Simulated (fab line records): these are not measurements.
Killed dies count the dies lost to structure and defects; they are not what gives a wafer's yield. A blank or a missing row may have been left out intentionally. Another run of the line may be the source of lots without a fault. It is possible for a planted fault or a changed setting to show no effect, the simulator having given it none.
Problem report in the 8D (eight disciplines) form, filled by code | flow sky130 | the parts of the form that need people (team, actions taken, sign-off) are left out

== 1. WHAT IS WRONG ==
Mean VIA3_W_RS at SKY_VIA3_RS_MEAS_22: 0.254 ohm/sq over 2 wafers in 2 lots; fault-free wafers: 0.294 ohm/sq, standard deviation 0.0061. That puts it -6.6 standard deviations away from the usual mean.
The step: measures by four-point-probe.
First observed at day 44 02:52: wafer L117.3, on film-metro-04. The record has a number at this step for 32 wafers belonging to 11 lots. By rule, "out" or "out of limits" means more than 4 standard deviations away from the usual mean. The other wafers with a number count as sound.

== 2. WHAT IT IS, AND WHAT IT ISN'T ==
question                    | is                | is not
which readings at this step | VIA3_W_RS         | -
which lots                  | L117, L120        | L103, L104, L105, L108, L110, L111, L122, L123, L125
which wafers of those lots  | L117.3, L120.3    | L117.1, L117.6, L120.5
read on which gauges        | film-metro-04     | film-metro-02, film-metro-03
when                        | from day 44 02:52 | up to then (20 sound wafers); but 10 sound wafers of L120, L122, L123, L125 came after

== 3. SUSPECTS, AND WHAT RULES EACH OUT ==
Counting: any tool at a process step up to the reading remains a suspect provided it ran every lot that is out. Sound lots after the first of them don't rule it out here, since some wafers of a struck lot are sound.
- the gauge at SKY_VIA3_RS_MEAS_22: kept. All the wafers that are out were read on film-metro-04, and no step on other tools shows them out.
- cvd-w-02 at SKY_VIA3_CVD_21 (deposits W, target thk 390 nm, time 117.31 s): kept. It ran every lot that is out, first L117 (day 44 02:37); its last sound lot up to then is L111 (day 42 09:52).
What counting leaves: cvd-w-02 at SKY_VIA3_CVD_21 and film-metro-04 at SKY_VIA3_RS_MEAS_22.

== 4. THE CAUSE (what the simulator had put in) ==
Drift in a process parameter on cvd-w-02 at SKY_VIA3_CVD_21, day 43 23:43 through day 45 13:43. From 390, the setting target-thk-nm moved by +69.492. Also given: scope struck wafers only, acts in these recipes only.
Counting leaves 2 suspects; this tool is one of them.

== 5. THE CHAIN OF EFFECTS, in route order ==
Rows list readings where the struck wafers' mean (over those with a number) sits beyond 3 standard deviations from the usual. Only readings for which the record gives a usual standard deviation are gone through. hours: the time from each lot's start at the first step in this table that gives one to its start at this step, as a median over the lots. sigmas: the change in usual standard deviations.
hours | step                 | reading            | usual        | on struck wafers | change | sigmas
0     | SKY_VIA3_RS_MEAS_22  | VIA3_W_RS          | 0.294 ohm/sq | 0.254            | -0.040 | -6.6
0     | SKY_VIA3_THK_MEAS_23 | VIA3_W_THK         | 397 nm       | 459              | +62    | +6.7
0     | SKY_VIA3_CMP_24      | time-to-endpoint-s | 97 s         | 113              | +16    | +4.4
The process steps in it:
- SKY_VIA3_CMP_24: polishes, stops on SiO2, t overpolish 20 s, target thk 0 nm.

== 6. HOW IT WOULD HAVE BEEN CAUGHT EARLIER ==
In this record the first reading out of limits at a measuring or inspecting step was taken at day 44 02:52, 3 hours after the fault began at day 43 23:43.
No tool reading at SKY_VIA3_CVD_21 that has a usual standard deviation in the record was out on any struck wafer, so an alarm limit of 4 standard deviations on those readings would not have fired.
Among the 2 lots that are out, L120 began SKY_VIA3_CVD_21 on cvd-w-02 after day 44 02:52. A hold on the tool at that time would have spared it.
